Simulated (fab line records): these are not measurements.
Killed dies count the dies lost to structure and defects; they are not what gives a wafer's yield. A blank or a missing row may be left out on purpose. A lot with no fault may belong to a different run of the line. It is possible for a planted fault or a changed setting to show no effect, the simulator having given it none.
One fault seen from 2 desks -- flow sky130 -- numbers are kept per desk, each desk with only its own; the story behind them comes last

THE METROLOGY DESK
What the gauges read for every lot (on any tool): the sampled wafers with a number, averaged. The brackets show how far a lot's mean lies from the usual mean; more than 4 standard deviations puts the lot out of limits, marked OUT.
Columns: A = VIA4_W_THK at SKY_VIA4_THK_MEAS_20, usual 510 nm
lot,first seen here,A
L841,day 42 20:06,517
L842,day 43 00:04,500
L843,day 43 05:23,511
L845,day 44 01:46,525
L847,day 44 17:35,515
L850,day 45 11:56,505
L856,day 47 00:29,519
L857,day 47 04:52,502
L859,day 47 13:28,511
L860,day 47 21:58,510
L862,day 48 07:22,517
L863,day 48 11:10,519
Finding of this desk: none of the 12 lots has anything out of limits.

THE TOOL OWNER'S DESK: iline-stepper-01
The tool's own readings at SKY_PASSIVATION_EXPOSE_08 (exposes mask NSM, target cd 3000 nm): means of the sampled wafers that have a number, for each lot that ran on this tool. The brackets show how far a lot's mean lies from the usual mean; more than 4 standard deviations puts the lot out of limits, marked OUT.
Columns: A = exposure-dose-mJ-cm2 at SKY_PASSIVATION_EXPOSE_08, usual 260.03
lot,first seen here,A
L841,day 44 08:05,260.27
L842,day 44 11:25,260.00
L843,day 44 17:40,260.30
L847,day 46 02:50,260.00
L857,day 48 12:30,264.66 (+20) OUT
L859,day 48 19:20,264.81 (+21) OUT
L860,day 49 04:26,264.40 (+19) OUT
This desk finds L857, L859, L860 out of limits, L857 being first, at day 48 12:30 (exposure-dose-mJ-cm2 at SKY_PASSIVATION_EXPOSE_08). Within limits: L841, L842, L843, L847.

BROUGHT TOGETHER
An alarm could have come from the tool owner's desk at day 48 12:30, on L857, L859, L860.
From the metrology desk's view, nothing was out of limits.
The metrology desk holds a record of L857, L859, L860, inside its limits.
All the named lots went through SKY_PASSIVATION_EXPOSE_08 on iline-stepper-01.

WHAT WAS PUT IN BY THE SIMULATOR
Process parameters drifting: iline-stepper-01 at SKY_PASSIVATION_EXPOSE_08, beginning at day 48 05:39. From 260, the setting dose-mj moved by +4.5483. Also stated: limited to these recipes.
Shown lots that were struck: L857, L859, L860.
Each desk's first reading out of limits, in hours after the fault started: the tool owner's desk, 7.
